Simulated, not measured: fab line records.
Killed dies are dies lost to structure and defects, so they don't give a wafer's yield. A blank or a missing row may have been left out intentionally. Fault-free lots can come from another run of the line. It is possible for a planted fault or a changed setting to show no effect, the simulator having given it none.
fab line records	flow sky130
record lots=13	wafers=39	lastDay=51
route steps=708 shown SD_N@349 LI_CONTACT@378 LOCAL_INTERCONNECT@388
lots with no fault: from the same line, run without faults
startH: the number of hours between the record's first day and the start of the first shown wafer of the lot	waitH: hours since the lot's step before	" identical to the entry in the row above	L1.1+2: several wafers, shown together as one row	- no value present, or no start provided	* or withheld: withheld	< > ~ a bound
route shown NAME@n: a module of which the file shows steps, and the number in the route of the first	usual: mean/standard deviation of fault-free wafers	same: alike in all rows	chamber/n: place in a boat	sites: the reading at each site	_std_site: the values' standard deviation	_edge_site: the outer-site mean with the inner-site mean subtracted	radiusMm: for every site, how far away it sits from the centre of the wafer	mask NAME#n: copy n	behind: the last tool/chamber to shape the wafer	hold: the reason the lot was held/the length of the hold in hours/how it ended	device: which transistor (n, p or np) failed to switch	end of line: tests of these same wafers at the route's end	step lacking rows: just its recipe	killed: at the first sort, the dies lost to defects and structure; wafer yield is something else	map: a wafer's dies, marking killed ones x, the rest . and places with no die _
set.NAME: the setting as run; set.NAME@STEP: as run at that earlier step	model.NAME: the simulator's own value behind a step, which no gauge read
steps of the route over a sample of lots; a table a step, a row a wafer
services: when a tool's chamber went out of use (startH, in hours from the record's first day, below 0 if earlier), for how many hours, and the reason
## steps
# step SKY_SD_N_CD_MEAS_07
# recipe targetCdNm=380
# usual cdNm=380/3
lot.wafer	tool	chamber	startH	waitH	cdNm
L726.1	cdSem-01	-	640.16	0.1	379
L726.2	"	-	"	"	381
L726.3	"	-	"	"	380
L727.2	cdSem-01	-	675.08	0.1	384
L727.3	"	-	"	"	382
L727.6	"	-	"	"	384
L728.1	cdSem-02	-	675.26	0.1	382
L728.5	"	-	"	"	384
L728.6	"	-	"	"	381
L729.1	cdSem-02	-	676.96	0.1	382
L729.4	"	-	"	"	382
L729.5	"	-	"	"	381
L731.3	cdSem-01	-	680.56	0.1	378
L731.4	"	-	"	"	379
L731.5	"	-	"	"	380
L730.2	cdSem-01	-	684.13	0.1	380
L730.4	"	-	"	"	379
L730.5	"	-	"	"	382
L733.1	cdSem-02	-	705.57	0.1	378
L733.3	"	-	"	"	375
L733.6	"	-	"	"	378
L734.2	cdSem-01	-	715.99	0.1	386
L734.4	"	-	"	"	383
L734.5	"	-	"	"	386
L744.3	cdSem-02	-	784.71	0.1	377
L744.4	"	-	"	"	377
L744.6	"	-	"	"	379
L746.1	cdSem-02	-	813.26	0.1	383
L746.2	"	-	"	"	385
L746.3	"	-	"	"	384
L747.1	cdSem-01	-	830.61	0.1	382
L747.3	"	-	"	"	381
L747.6	"	-	"	"	381
L749.1	cdSem-02	-	847.36	0.1	379
L749.2	"	-	"	"	378
L749.4	"	-	"	"	374
L748.1	cdSem-02	-	849.61	0.1	382
L748.3	"	-	"	"	380
L748.4	"	-	"	"	381
# step SKY_LI_CONTACT_STRIP_16
# recipe chemistry=O2/N2	powerW=1400	pressureMtorr=1500	platenTempC=withheld	o2FlowSccm=3000	n2FlowSccm=300	overashFraction=0.5
# usual drypumpMotorCurrentA=5.8/0.48	oesProductAu=0.376/0.0048	stripTimeToEndpointS=3.506/0.027
lot.wafer	tool	chamber	startH	waitH	drypumpMotorCurrentA	oesProductAu	rfHoursCounterH	stripTimeToEndpointS
L726.1	plasmaAsher-04	1	670.44	-	6.0	0.379	24	3.516
L726.2	"	0	"	"	6.5	0.383	24	3.558
L726.3	"	0	"	"	6.5	0.381	-	3.545
L727.2	plasmaAsher-04	1	705.05	-	6.0	0.370	28	3.526
L727.3	"	0	"	"	6.5	0.380	-	3.551
L727.6	"	0	"	"	6.4	0.373	-	3.558
L728.1	plasmaAsher-02	1	705.69	-	4.9	0.380	58	3.516
L728.5	"	0	"	"	5.7	0.379	-	3.476
L728.6	"	1	"	"	4.9	0.370	-	3.513
L729.1	plasmaAsher-01	0	707.40	-	5.5	0.380	100	3.447
L729.4	"	1	"	"	5.9	0.379	-	3.471
L729.5	"	1	"	"	5.9	0.379	-	3.481
L731.3	plasmaAsher-04	1	710.88	-	5.9	0.380	-	3.525
L731.4	"	0	"	"	6.5	0.369	-	3.502
L731.5	"	1	"	"	6.0	0.378	-	3.509
L730.2	plasmaAsher-04	1	714.49	-	6.0	0.368	29	3.508
L730.4	"	0	"	"	6.4	0.370	-	3.435
L730.5	"	0	"	"	6.4	0.368	-	3.481
L733.1	plasmaAsher-04	1	734.59	-	6.0	0.380	31	3.538
L733.3	"	0	"	"	6.5	0.382	-	3.516
L733.6	"	1	"	"	6.0	0.373	-	3.524
L734.2	plasmaAsher-02	0	745.34	-	5.7	0.370	60	3.546
L734.4	"	0	"	"	5.7	0.386	-	3.525
L734.5	"	0	"	"	5.7	0.385	-	3.548
L744.3	plasmaAsher-02	0	813.28	-	5.7	0.370	-	3.524
L744.4	"	1	"	"	4.9	0.379	-	3.540
L744.6	"	0	"	"	5.7	0.370	-	3.499
L746.1	plasmaAsher-02	1	841.84	-	4.9	0.376	70	3.521
L746.2	"	0	"	"	5.7	0.374	70	3.528
L746.3	"	1	"	"	4.9	0.369	-	3.501
L747.1	plasmaAsher-02	1	858.45	-	4.9	0.383	72	3.531
L747.3	"	1	"	"	4.9	0.373	-	3.463
L747.6	"	1	"	"	4.9	0.376	-	3.513
L749.1	plasmaAsher-04	0	875.59	-	6.5	0.371	46	3.476
L749.2	"	1	"	"	6.0	0.374	46	3.509
L749.4	"	1	"	"	6.0	0.375	-	3.470
L748.1	plasmaAsher-04	1	877.44	-	5.9	0.377	46	3.515
L748.3	"	0	"	"	6.4	0.366	-	3.433
L748.4	"	1	"	"	6.0	0.380	-	3.492
# step SKY_LI_CONTACT_SPUTTER_19
# recipe material=Ti	targetThkNm=20	chamberPressurePa=5	powerW=2500	substrateTempC=200	timeS=106.37
# usual cathodeDcPowerW=2500.0/0.42	throttleValvePct=30.1/1.2
lot.wafer	tool	chamber	startH	waitH	cathodeDcPowerW	throttleValvePct
L726.1	pvdSputter-03	-	670.73	0.0	2500.9	30.2
L726.2	"	-	"	"	2499.7	29.6
L726.3	"	-	"	"	2500.1	31.1
L727.2	pvdSputter-03	-	705.34	0.0	2500.0	28.7
L727.3	"	-	"	"	2499.5	29.9
L727.6	"	-	"	"	2500.1	28.5
L728.1	pvdSputter-04	-	706.00	0.0	2500.0	30.0
L728.5	"	-	"	"	2499.8	28.0
L728.6	"	-	"	"	2501.2	30.0
L729.1	pvdSputter-04	-	707.73	0.0	2499.9	31.4
L729.4	"	-	"	"	2500.3	29.8
L729.5	"	-	"	"	2499.3	31.4
L731.3	pvdSputter-01	-	711.14	0.0	2500.8	29.6
L731.4	"	-	"	"	2500.3	32.6
L731.5	"	-	"	"	2499.9	30.6
L730.2	pvdSputter-01	-	714.79	0.0	2500.0	30.4
L730.4	"	-	"	"	2499.9	32.7
L730.5	"	-	"	"	2499.9	30.5
L733.1	pvdSputter-04	-	734.92	0.0	2588.8	31.2
L733.3	"	-	"	"	2500.5	28.0
L733.6	"	-	"	"	2588.5	31.2
L734.2	pvdSputter-01	-	745.64	0.0	2500.1	30.4
L734.4	"	-	"	"	2500.2	30.7
L734.5	"	-	"	"	2499.8	30.7
L744.3	pvdSputter-03	-	813.55	0.0	2500.6	28.8
L744.4	"	-	"	"	2499.9	30.9
L744.6	"	-	"	"	2499.9	31.0
L746.1	pvdSputter-03	-	842.14	0.0	2500.4	29.8
L746.2	"	-	"	"	2499.9	30.9
L746.3	"	-	"	"	2500.4	28.5
L747.1	pvdSputter-04	-	858.74	0.0	2498.6	29.6
L747.3	"	-	"	"	2500.3	29.7
L747.6	"	-	"	"	2499.3	30.1
L749.1	pvdSputter-01	-	875.89	0.0	2499.2	30.3
L749.2	"	-	"	"	2500.0	29.5
L749.4	"	-	"	"	2500.2	32.6
L748.1	pvdSputter-03	-	877.74	0.0	2499.9	29.7
L748.3	"	-	"	"	2500.3	31.2
L748.4	"	-	"	"	2500.6	30.5
# step SKY_LOCAL_INTERCONNECT_RS_MEAS_01
# recipe thkMeasGauge=four-point-probe	reads=TiN_of_LOCAL_INTERCONNECT_SPUTTER_00
# usual LOCAL_INTERCONNECT_TIN_RS=14.10/0.14
lot.wafer	tool	chamber	startH	waitH	LOCAL_INTERCONNECT_TIN_RS[ohm/sq]
L726.1	filmMetro-03	-	671.54	0.0	14.24
L726.2	"	-	"	"	14.17
L726.3	"	-	"	"	14.21
L727.2	filmMetro-03	-	706.17	0.1	13.91
L727.3	"	-	"	"	13.94
L727.6	"	-	"	"	13.93
L728.1	filmMetro-03	-	706.95	0.0	13.68
L728.5	"	-	"	"	13.75
L728.6	"	-	"	"	13.60
L729.1	filmMetro-04	-	708.67	0.0	14.05
L729.4	"	-	"	"	14.06
L729.5	"	-	"	"	14.03
L731.3	filmMetro-02	-	712.05	0.1	14.26
L731.4	"	-	"	"	14.26
L731.5	"	-	"	"	14.26
L730.2	filmMetro-02	-	715.67	0.1	13.95
L730.4	"	-	"	"	14.08
L730.5	"	-	"	"	13.95
L733.1	filmMetro-04	-	735.86	0.0	14.14
L733.3	"	-	"	"	13.92
L733.6	"	-	"	"	14.04
L734.2	filmMetro-04	-	746.53	0.1	13.99
L734.4	"	-	"	"	14.04
L734.5	"	-	"	"	14.14
L744.3	filmMetro-02	-	814.45	0.1	14.03
L744.4	"	-	"	"	14.14
L744.6	"	-	"	"	14.04
L746.1	filmMetro-03	-	842.96	0.0	14.16
L746.2	"	-	"	"	14.26
L746.3	"	-	"	"	14.14
L747.1	filmMetro-03	-	859.56	0.0	14.12
L747.3	"	-	"	"	13.93
L747.6	"	-	"	"	13.98
L749.1	filmMetro-02	-	876.72	0.0	13.96
L749.2	"	-	"	"	14.01
L749.4	"	-	"	"	14.00
L748.1	filmMetro-02	-	878.54	0.0	13.94
L748.3	"	-	"	"	14.02
L748.4	"	-	"	"	14.22
## services
tool	chamber	startH	hours	kind
plasmaAsher-02	-	657.76	7.0	repair
plasmaAsher-02	-	664.72	15.6	pm
pvdSputter-01	-	682.35	2.8	repair
plasmaAsher-02	-	706.14	21.4	repair
pvdSputter-03	-	711.25	1.7	repair
pvdSputter-04	-	716.89	2.3	repair
plasmaAsher-01	-	718.63	0.3	repair
pvdSputter-03	-	720.08	3.6	repair
plasmaAsher-04	-	721.55	1.0	repair
plasmaAsher-01	-	733.75	9.0	pm
plasmaAsher-01	0	733.75	9.0	ventCycle
plasmaAsher-01	1	733.75	9.0	ventCycle
pvdSputter-01	-	734.14	2.2	repair
plasmaAsher-01	0	742.75	-	clean
plasmaAsher-01	1	742.75	-	clean
plasmaAsher-02	-	764.30	0.4	repair
pvdSputter-01	-	794.84	3.5	repair
pvdSputter-03	-	815.93	4.4	repair
pvdSputter-03	-	868.06	1.0	repair
## key
firstSign step=SKY_LI_CONTACT_SPUTTER_19	reading=cathodeDcPowerW	direction=up	sigmas=99+	usual=2500.0	struck=2588.6
effect none on later readings
metAt SKY_LI_CONTACT_SPUTTER_19
struckLots L733
struckWafers L733.1,L733.6
testerLeftOut L733
notActingAt SKY_SD_N_CD_MEAS_07,SKY_LI_CONTACT_STRIP_16,SKY_LOCAL_INTERCONNECT_RS_MEAS_01
onsetBetween 707.73 734.92
fault kind=processParameterDrift	tool=pvdSputter-04	chamber=-	onsetH=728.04	steps=SKY_LI_CONTACT_SPUTTER_19	channel=powerW	offset=*	shape=step	endH=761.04	actsIn=*	stated=*	scope=struckWafersOnly
# testerLeftOut: of these lots the tester's yield and bins aren't shown, on N5 and GAA mostly nor the transistor test; their killed dies are dies lost to structure and defects alone, not to doping, threshold or leakage, so they don't give the yield
